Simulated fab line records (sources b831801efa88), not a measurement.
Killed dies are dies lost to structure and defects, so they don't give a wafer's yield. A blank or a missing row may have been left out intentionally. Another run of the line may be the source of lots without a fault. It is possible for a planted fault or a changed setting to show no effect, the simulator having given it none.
Which tool is to blame? ; flow gf180mcu ; 15 lots, 45 wafers sampled, at 3 steps of a route of 602

WHAT EACH GAUGE READ, for each wafer
GF_V3_OVL_MEAS_15. Usual: V3_OVL gives -2 nm (standard deviation 5.3).
lot;measured;on;V3_OVL (nm);flag
L805;day 22 21:03;overlay-02;-1 10 6;
L806;day 23 00:48;overlay-02;-16 -11 -9;
L808;day 23 20:03;overlay-01;2 -2 -6;
L810;day 24 18:41;overlay-01;-4 -1 4;
L811;day 24 22:26;overlay-01;6 -9 -5;
L815;day 26 05:55;overlay-01;3 -1 7;
L820;day 27 22:48;overlay-01;-4 -2 -1;
L821;day 28 00:59;overlay-02;-16 -6 -7;
L822;day 28 18:51;overlay-02;-6 -6 6;
L825;day 29 05:31;overlay-02;-3 0 -9;
L826;day 29 14:15;overlay-01;-4 -6 0;
L827;day 29 21:03;overlay-02;6 0 7;

WHAT TOOL EACH LOT RAN ON (gives the tool, then ch and the chambers of the sampled wafers, and finally the start)
lot;GF_V1_SPUTTER_22;GF_M2_SPUTTER_03
L805;pvd-sputter-03, day 18 10:53;pvd-sputter-02, day 18 11:41
L806;pvd-sputter-03, day 18 19:05;pvd-sputter-04, day 18 19:53
L808;pvd-sputter-04, day 19 16:10;pvd-sputter-01, day 19 17:02
L810;pvd-sputter-01, day 20 16:59;pvd-sputter-02, day 20 18:07
L811;pvd-sputter-04, day 20 19:38;pvd-sputter-02, day 20 20:25
L812;pvd-sputter-04, day 21 09:04;pvd-sputter-04, day 21 09:52
L813;pvd-sputter-01, day 21 18:58;pvd-sputter-01, day 21 19:45
L814;pvd-sputter-04, day 22 00:58;pvd-sputter-01, day 22 01:45
L815;pvd-sputter-01, day 22 09:56;pvd-sputter-04, day 22 10:44
L820;pvd-sputter-01, day 24 04:31;pvd-sputter-02, day 24 05:18
L821;pvd-sputter-03, day 24 07:37;pvd-sputter-04, day 24 08:25
L822;pvd-sputter-01, day 24 22:11;pvd-sputter-04, day 25 01:09
L825;pvd-sputter-04, day 25 15:46;pvd-sputter-01, day 25 16:33
L826;pvd-sputter-03, day 26 01:37;pvd-sputter-01, day 26 02:25
L827;pvd-sputter-03, day 26 08:34;pvd-sputter-01, day 26 09:22
- GF_V1_SPUTTER_22: material TiN, target thk 10 nm, time 40 s.
- GF_M2_SPUTTER_03: material Ti, target thk 10 nm, time 6.7 s.

WHAT THE TOOLS THEMSELVES READ (means of the sampled wafers that have a number; where no wafer has one, the mark that the record gives instead)
GF_V1_SPUTTER_22. Usual: cathode-dc-power-W 4000.0 W, standard deviation 0.74; chamber-pressure-pa 5.000 Pa, standard deviation 0.011; throttle-valve-pct 30.1 %, standard deviation 1.5.
lot;tool;cathode-dc-power-W (W);chamber-pressure-pa (Pa);throttle-valve-pct (%);flag
L805;pvd-sputter-03;4000.1;5.001;30.2;
L806;pvd-sputter-03;4000.2;5.009;31.9;
L808;pvd-sputter-04;4000.5;5.004;30.2;
L810;pvd-sputter-01;4000.5;5.001;29.3;
L811;pvd-sputter-04;3999.2;5.003;30.2;
L812;pvd-sputter-04;3999.9;4.991;30.3;
L813;pvd-sputter-01;4000.2;4.993;30.2;
L814;pvd-sputter-04;3999.3;5.012;30.0;
L815;pvd-sputter-01;4000.1;4.996;29.1;
L820;pvd-sputter-01;4000.5;5.003;29.4;
L821;pvd-sputter-03;3999.1;4.999;30.6;
L822;pvd-sputter-01;4000.7;4.997;29.5;
L825;pvd-sputter-04;4000.6;4.997;30.3;
L826;pvd-sputter-03;4000.0;4.997;31.1;
L827;pvd-sputter-03;4000.1;5.004;29.3;

GF_M2_SPUTTER_03. Usual: cathode-dc-power-W 3000.0 W, standard deviation 0.59; chamber-pressure-pa 0.3000 Pa, standard deviation 0.00052; throttle-valve-pct 30.1 %, standard deviation 1.2.
lot;tool;cathode-dc-power-W (W);chamber-pressure-pa (Pa);throttle-valve-pct (%);flag
L805;pvd-sputter-02;2999.7;0.2999;30.6;
L806;pvd-sputter-04;2999.5;0.3001;31.2;
L808;pvd-sputter-01;3000.1;0.2994;29.4;
L810;pvd-sputter-02;3000.2;0.3002;30.9;
L811;pvd-sputter-02;3000.6;0.3005;30.9;
L812;pvd-sputter-04;-;-;-;OFF
L813;pvd-sputter-01;-;-;-;OFF
L814;pvd-sputter-01;-;-;-;OFF
L815;pvd-sputter-04;3000.7;0.2998;31.4;
L820;pvd-sputter-02;3000.2;0.3005;30.4;
L821;pvd-sputter-04;2999.5;0.2999;30.3;
L822;pvd-sputter-04;3000.3;0.2998;30.2;
L825;pvd-sputter-01;3000.0;0.2995;29.5;
L826;pvd-sputter-01;3000.2;0.3004;30.1;
L827;pvd-sputter-01;3000.0;0.3001;29.5;

THE ANSWER, worked out from the rows above alone
Rule: lot off if the mean of its wafers having a number is beyond 3 standard deviations from the usual mean. Also off: a lot with no number at a reading for which 4 or more lots have one. The other lots that the step has rows for count as sound. First the gauges in route order, then the tools' own readings, where a lot's mean is used as printed above. The first step at which some lot is off is used, and at that step the reading that is off furthest; a lot without a number counts as furthest.
Off: L812, L813, L814 (GF_M2_SPUTTER_03, cathode-dc-power-W). Without a number there: L812, L813, L814.
If a tool, at that step or one of the process steps before it, ran each lot that is off and ran no sound lot following the first of them, it fits. None of those tried fits.

WHAT THE SIMULATOR HAD INSERTED
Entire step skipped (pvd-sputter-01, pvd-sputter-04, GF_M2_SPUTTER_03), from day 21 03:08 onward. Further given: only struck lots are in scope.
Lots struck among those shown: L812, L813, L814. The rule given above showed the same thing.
